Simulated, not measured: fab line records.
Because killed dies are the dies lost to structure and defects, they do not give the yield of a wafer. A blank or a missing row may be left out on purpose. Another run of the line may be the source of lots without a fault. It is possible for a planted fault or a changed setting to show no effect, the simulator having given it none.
fab line records    flow sfq_line
record: lots: 14  wafers: 42  last_day: 81
route steps=325 shown M3@129 JJ@180 M5@205
lots untouched by any fault: they come from a run of this same line in which no faults occurred
start_h: hours from the record's first day to the start of the lot's first wafer shown    wait_h: time in hours since the lot's previous step    " unchanged from the row above    L1.1+2: one row covering several wafers at once    - value missing, or start not given    * or withheld: withheld    < > ~ a bound
route shown NAME@n: a module of which the file shows steps, and the number in the route of the first    usual: mean/standard deviation of fault-free wafers    same: alike in all rows    chamber/n: place in a boat    sites: readings site by site    _std_site: the standard deviation of these    _edge_site: outer sites' mean less inner sites'    radius_mm: how far each site lies from the wafer's centre    mask NAME#n: copy n    behind: the last tool/chamber to shape the wafer    hold: reason for holding the lot/hours on hold/outcome of the hold    device: transistor that didn't switch, given as n, p or np    end of line: tests of these same wafers at the route's end    a step with no rows: only its recipe    killed: at the first sort, the dies lost to defects and structure; wafer yield is something else    map: the dies of a wafer, with x for killed, . for not killed, _ for no die there
set.NAME: the setting that was run; set.NAME@STEP: the one run at that earlier step    model.NAME: the simulator's own value behind a step, which no gauge read
one table for each step of the route and one row for each wafer, over a sample of lots
services: from which hour (start_h, from the record's first day; less than 0 if before it) a tool's chamber was out of use, for how many hours, and why
== steps ==
step: SFQ_TRILAYER_M3_BARC_OPEN_METAL_ETCH_100
recipe: mask_material: PR  chemistry: O2  target_depth_nm: 125  target: BARC  icp_w: 600  bias_w: 80  pressure_mtorr: 10  time_s: 41.7
usual: drypump_motor_current_A: 6.04/0.28  he_backside_leak_sccm: 3.62/0.16  oes_product_au: 0.685/0.0042
lot.wafer  tool          chamber  start_h  wait_h  drypump_motor_current_A  he_backside_leak_sccm  oes_product_au  rf_hours_counter_h
L822.4     rie_metal-03  0        861.24   0.0     5.76                     3.52                   0.684           -
L822.5     "             0        "        "       5.77                     3.47                   0.692           -
L822.6     "             1        "        "       6.31                     3.63                   0.684           -
L823.3     rie_metal-03  1        869.63   0.0     6.32                     3.60                   0.688           -
L823.4     "             0        "        "       5.76                     3.68                   0.679           -
L823.5     "             1        "        "       6.32                     3.48                   0.686           -
L824.3     rie_metal-03  1        872.03   0.0     6.31                     3.44                   0.688           -
L824.4     "             0        "        "       5.78                     3.51                   0.689           -
L824.6     "             1        "        "       6.31                     3.55                   0.682           -
L825.1     rie_metal-03  1        874.41   0.0     6.32                     3.47                   0.679           90
L825.2     "             0        "        "       5.77                     3.49                   0.683           101
L825.4     "             0        "        "       5.73                     3.62                   0.686           -
L832.1     rie_metal-02  1        949.46   0.0     6.27                     3.40                   0.682           114
L832.2     "             0        "        "       6.37                     3.63                   0.693           18
L832.5     "             0        "        "       6.37                     3.55                   0.690           -
L833.1     rie_metal-01  1        957.86   0.0     5.78                     3.97                   0.690           120
L833.2     "             0        "        "       5.69                     3.68                   0.689           131
L833.4     "             0        "        "       5.69                     3.84                   0.690           -
L834.3     rie_metal-01  1        962.68   0.0     5.79                     4.00                   0.686           -
L834.4     "             0        "        "       5.69                     3.72                   0.692           -
L834.6     "             0        "        "       5.71                     3.74                   0.691           -
L835.2     rie_metal-02  0        974.66   0.0     6.33                     3.65                   0.682           24
L835.5     "             1        "        "       6.16                     3.56                   0.689           -
L835.6     "             0        "        "       6.35                     3.59                   0.687           -
L837.2     rie_metal-03  1        987.95   0.0     6.32                     3.49                   0.686           104
L837.4     "             0        "        "       5.74                     3.62                   0.693           -
L837.6     "             1        "        "       6.33                     3.69                   0.683           -
L841.2     rie_metal-01  1        1025.93  0.0     5.78                     3.90                   0.681           -
L841.3     "             1        "        "       5.79                     3.85                   0.689           -
L841.5     "             1        "        "       5.79                     3.83                   0.688           -
L842.2     rie_metal-03  1        1031.91  0.0     6.31                     3.47                   0.681           111
L842.3     "             1        "        "       6.31                     3.63                   0.682           -
L842.5     "             0        "        "       5.75                     3.38                   0.687           -
L843.3     rie_metal-01  0        1150.50  0.1     5.69                     3.37                   0.685           -
L843.4     "             0        "        "       5.67                     3.61                   0.680           -
L843.5     "             0        "        "       5.69                     3.42                   0.677           -
L844.3     rie_metal-03  0        1193.58  0.0     5.76                     3.43                   0.686           -
L844.5     "             1        "        "       6.31                     3.61                   0.686           -
L844.6     "             0        "        "       5.74                     3.51                   0.687           -
L845.2     rie_metal-02  0        1197.16  0.0     6.40                     3.98                   0.690           60
L845.3     "             0        "        "       6.37                     3.78                   0.691           -
L845.6     "             1        "        "       6.23                     3.57                   0.686           -
step: SFQ_TRILAYER_JJ_TRILAYER_DEP_SPUTTER_110
recipe: material: Al  base_pressure_pa: 1.33e-06  target_thk_nm: 8  power_w: 500  time_s: 10  chamber_pressure_pa: 0.4
usual: base_pressure_pa: 1.33e-06/7.7e-08  chamber_pressure_pa: 0.3999/0.00086  throttle_valve_pct: 30.1/0.6
lot.wafer  tool            chamber  start_h  wait_h  base_pressure_pa  chamber_pressure_pa  throttle_valve_pct
L822.4     pvd_sputter-04  -        1031.75  0.0     1.28e-06          0.4001               30.0
L822.5     "               -        "        "       1.35e-06          0.3991               30.7
L822.6     "               -        "        "       1.23e-06          0.3987               28.5
L823.3     pvd_sputter-05  -        1164.59  0.0     1.29e-06          0.3991               29.9
L823.4     "               -        "        "       1.31e-06          0.3982               30.1
L823.5     "               -        "        "       1.32e-06          0.4008               29.7
L824.3     pvd_sputter-03  -        1166.39  0.0     1.36e-06          0.4005               30.2
L824.4     "               -        "        "       1.42e-06          0.4004               29.8
L824.6     "               -        "        "       1.34e-06          0.4003               30.1
L825.1     pvd_sputter-05  -        1169.39  0.0     1.22e-06          0.4000               31.0
L825.2     "               -        "        "       1.53e-06          0.3999               30.0
L825.4     "               -        "        "       1.4e-06           0.4016               30.5
L832.1     pvd_sputter-03  -        1309.42  0.0     1.35e-06          0.3988               30.2
L832.2     "               -        "        "       1.34e-06          0.4016               30.0
L832.5     "               -        "        "       1.26e-06          0.4000               29.6
L833.1     pvd_sputter-04  -        1314.22  0.0     1.39e-06          0.3980               29.9
L833.2     "               -        "        "       1.41e-06          0.4002               30.6
L833.4     "               -        "        "       1.32e-06          0.4021               30.8
L834.3     pvd_sputter-04  -        1322.62  0.0     1.26e-06          0.4005               30.6
L834.4     "               -        "        "       1.34e-06          0.4005               30.5
L834.6     "               -        "        "       1.21e-06          0.4004               30.2
L835.2     pvd_sputter-05  -        1333.40  0.0     1.39e-06          0.4009               30.0
L835.5     "               -        "        "       1.47e-06          0.4006               30.9
L835.6     "               -        "        "       1.27e-06          0.4003               30.4
L837.2     pvd_sputter-03  -        1347.98  0.0     1.37e-06          0.4015               30.0
L837.4     "               -        "        "       1.33e-06          0.3987               29.7
L837.6     "               -        "        "       1.32e-06          0.4001               29.7
L841.2     pvd_sputter-04  -        1384.03  0.0     1.28e-06          0.4009               28.3
L841.3     "               -        "        "       1.15e-06          0.3996               30.5
L841.5     "               -        "        "       1.2e-06           0.4013               30.4
L842.2     pvd_sputter-05  -        1385.23  0.0     1.34e-06          0.4011               29.8
L842.3     "               -        "        "       1.28e-06          0.3983               31.1
L842.5     "               -        "        "       1.22e-06          0.3978               30.1
L843.3     pvd_sputter-04  -        1422.36  0.0     1.38e-06          0.3998               30.3
L843.4     "               -        "        "       1.28e-06          0.3999               28.5
L843.5     "               -        "        "       1.24e-06          0.4009               29.8
L844.3     pvd_sputter-04  -        1432.08  0.0     1.21e-06          0.3992               28.3
L844.5     "               -        "        "       1.43e-06          0.3993               30.3
L844.6     "               -        "        "       1.49e-06          0.4002               29.7
L845.2     pvd_sputter-03  -        1435.68  0.0     1.21e-06          0.4000               29.9
L845.3     "               -        "        "       1.46e-06          0.4002               30.6
L845.6     "               -        "        "       1.24e-06          0.4011               30.7
step: SFQ_TRILAYER_JJ_CE_LITHO_COAT_114
recipe: resist: KrF  spin_rpm: 3000  resist_thk_nm: 600
usual: spin_speed_rpm: 3000.1/1.9
lot.wafer  tool            chamber  start_h  wait_h  spin_speed_rpm
L822.4     litho_track-01  0        1033.52  0.2     2999.4
L822.5     "               0        "        "       3001.0
L822.6     "               0        "        "       3000.8
L823.3     litho_track-03  0        1166.33  0.2     2998.4
L823.4     "               0        "        "       2999.2
L823.5     "               0        "        "       3000.4
L825.1     litho_track-01  0        1170.97  0.2     3001.9
L825.2     "               0        "        "       3001.3
L825.4     "               0        "        "       3001.7
L824.3     litho_track-01  0        1173.62  0.2     2997.9
L824.4     "               0        "        "       2998.9
L824.6     "               0        "        "       2998.7
L832.1     litho_track-04  0        1311.00  0.2     3000.3
L832.2     "               0        "        "       2997.1
L832.5     "               0        "        "       3000.3
L833.1     litho_track-01  0        1315.80  0.2     2932.3
L833.2     "               0        "        "       2929.3
L833.4     "               0        "        "       2933.1
L834.3     litho_track-01  0        1324.44  0.2     2932.2
L834.4     "               0        "        "       2933.2
L834.6     "               0        "        "       2931.7
L835.2     litho_track-04  0        1335.04  0.2     3000.9
L835.5     "               0        "        "       3001.0
L835.6     "               0        "        "       2999.5
L837.2     litho_track-04  0        1349.61  0.2     3001.7
L837.4     "               0        "        "       3000.1
L837.6     "               0        "        "       3006.1
L841.2     litho_track-03  0        1385.66  0.2     2998.7
L841.3     "               0        "        "       3000.7
L841.5     "               0        "        "       3002.9
L842.2     litho_track-03  0        1386.86  0.2     3000.2
L842.3     "               0        "        "       2999.8
L842.5     "               0        "        "       2999.0
L843.3     litho_track-03  0        1424.04  0.2     2999.2
L843.4     "               0        "        "       2997.1
L843.5     "               0        "        "       2999.7
L844.3     litho_track-03  0        1433.76  0.2     3000.5
L844.5     "               0        "        "       3002.4
L844.6     "               0        "        "       3000.9
L845.2     litho_track-04  0        1437.31  0.2     3001.8
L845.3     "               0        "        "       2999.0
L845.6     "               0        "        "       3001.0
step: SFQ_TRILAYER_M5_BARC_OPEN_METAL_ETCH_161
recipe: mask_material: PR  chemistry: O2  target_depth_nm: 125  target: BARC  icp_w: 600  bias_w: 80  pressure_mtorr: 10  time_s: 41.7
usual: drypump_motor_current_A: 5.8/0.31  he_backside_leak_sccm: 3.62/0.16  oes_product_au: 0.685/0.005
lot.wafer  tool          chamber  start_h  wait_h  drypump_motor_current_A  he_backside_leak_sccm  oes_product_au  rf_hours_counter_h
L822.4     rie_metal-01  0        1167.28  0.0     5.7                      3.63                   0.697           -
L822.5     "             1        "        "       5.8                      3.58                   0.690           -
L822.6     "             0        "        "       5.7                      3.75                   0.681           -
L823.3     rie_metal-01  1        1192.58  0.0     5.8                      3.44                   0.685           -
L823.4     "             0        "        "       5.7                      3.34                   0.688           -
L823.5     "             1        "        "       5.8                      3.43                   0.684           -
L825.1     rie_metal-04  0        1193.76  0.0     5.3                      3.65                   0.683           97
L825.2     "             1        "        "       5.8                      3.41                   0.690           11
L825.4     "             0        "        "       5.3                      3.69                   0.685           -
L824.3     rie_metal-01  1        1194.98  0.0     5.8                      3.66                   0.691           -
L824.4     "             0        "        "       5.7                      3.65                   0.683           -
L824.6     "             1        "        "       5.8                      3.61                   0.680           -
L832.1     rie_metal-02  1        1322.22  0.0     6.3                      3.22                   0.691           9
L832.2     "             0        "        "       6.4                      3.89                   0.683           82
L832.5     "             1        "        "       6.2                      3.48                   0.684           -
L833.1     rie_metal-01  0        1342.95  0.0     5.7                      3.70                   0.683           47
L833.2     "             1        "        "       5.8                      3.71                   0.688           30
L833.4     "             1        "        "       5.8                      3.80                   0.690           -
L834.3     rie_metal-04  1        1362.78  0.2     5.9                      3.66                   0.686           -
L834.4     "             1        "        "       5.8                      3.65                   0.685           -
L834.6     "             1        "        "       5.9                      3.60                   0.682           -
L835.2     rie_metal-02  1        1455.05  0.0     6.2                      3.54                   0.688           27
L835.5     "             1        "        "       6.2                      3.57                   0.690           -
L835.6     "             0        "        "       6.4                      3.87                   0.687           -
L837.2     rie_metal-04  0        1468.25  0.0     5.3                      3.73                   0.695           131
L837.4     "             0        "        "       5.2                      3.63                   0.687           -
L837.6     "             0        "        "       5.3                      3.64                   0.687           -
L841.2     rie_metal-01  0        1510.80  0.0     5.7                      3.71                   0.678           71
L841.3     "             0        "        "       5.7                      3.64                   0.686           -
L841.5     "             0        "        "       5.7                      3.53                   0.690           -
L842.2     rie_metal-01  1        1519.62  0.0     5.8                      3.74                   0.694           52
L842.3     "             1        "        "       5.8                      3.79                   0.690           -
L842.5     "             0        "        "       5.7                      3.59                   0.685           -
L843.3     rie_metal-04  0        1634.92  0.0     5.3                      3.66                   0.680           -
L843.4     "             1        "        "       5.8                      3.68                   0.684           -
L843.5     "             1        "        "       5.9                      3.54                   0.680           -
L844.3     rie_metal-02  1        1644.52  0.0     6.2                      3.58                   0.689           -
L844.5     "             1        "        "       6.2                      3.67                   0.685           -
L844.6     "             0        "        "       6.4                      4.15                   0.688           -
L845.2     rie_metal-01  1        1646.90  0.0     5.8                      3.52                   0.679           65
L845.3     "             1        "        "       5.8                      3.56                   0.688           -
L845.6     "             1        "        "       5.8                      3.67                   0.688           -
== services ==
tool            chamber  start_h  hours  kind
rie_metal-02    -        867.62   0.5    repair
rie_metal-03    1        877.37   4.7    repair
rie_metal-01    -        888.54   2.8    pm
rie_metal-01    -        896.14   1.0    repair
rie_metal-02    -        899.98   0.3    repair
rie_metal-03    -        921.95   14.6   pm
rie_metal-02    0        924.25   19.3   repair
rie_metal-02    1        965.23   2.2    repair
pvd_sputter-04  -        1094.16  7.4    repair
pvd_sputter-04  -        1137.24  7.1    repair
rie_metal-01    0        1154.19  8.4    repair
pvd_sputter-04  -        1173.64  4.1    repair
rie_metal-02    -        1191.53  2.8    pm
rie_metal-02    -        1209.95  1.0    repair
pvd_sputter-04  -        1301.26  4.8    repair
rie_metal-01    -        1399.62  1.2    repair
rie_metal-03    -        1402.07  0.6    repair
pvd_sputter-04  -        1410.27  3.9    repair
rie_metal-03    -        1432.40  2.8    pm
rie_metal-01    1        1433.67  11.6   repair
rie_metal-01    1        1448.75  8.4    repair
rie_metal-03    -        1540.31  0.3    repair
rie_metal-02    1        1574.40  13.5   repair
rie_metal-01    -        1611.24  4.3    pm
== key ==
first_sign: step: SFQ_TRILAYER_JJ_CE_LITHO_COAT_114  reading: spin_speed_rpm  direction: down  sigmas: 36  usual: 3000.1  struck: 2932.0
effect none on later readings
met_at SFQ_TRILAYER_JJ_CE_LITHO_COAT_114
struck_lots L833,L834
not_acting_at SFQ_TRILAYER_M3_BARC_OPEN_METAL_ETCH_100,SFQ_TRILAYER_JJ_TRILAYER_DEP_SPUTTER_110,SFQ_TRILAYER_M5_BARC_OPEN_METAL_ETCH_161
onset_between 1173.62 1315.80
fault: kind: process_parameter_drift  tool: litho_track-01  chamber: -  onset_h: 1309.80  steps: SFQ_TRILAYER_JJ_CE_LITHO_COAT_114  channel: spin_rpm  offset: -68.771  shape: step  end_h: 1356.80  acts_in: these_recipes_only  stated: 3000
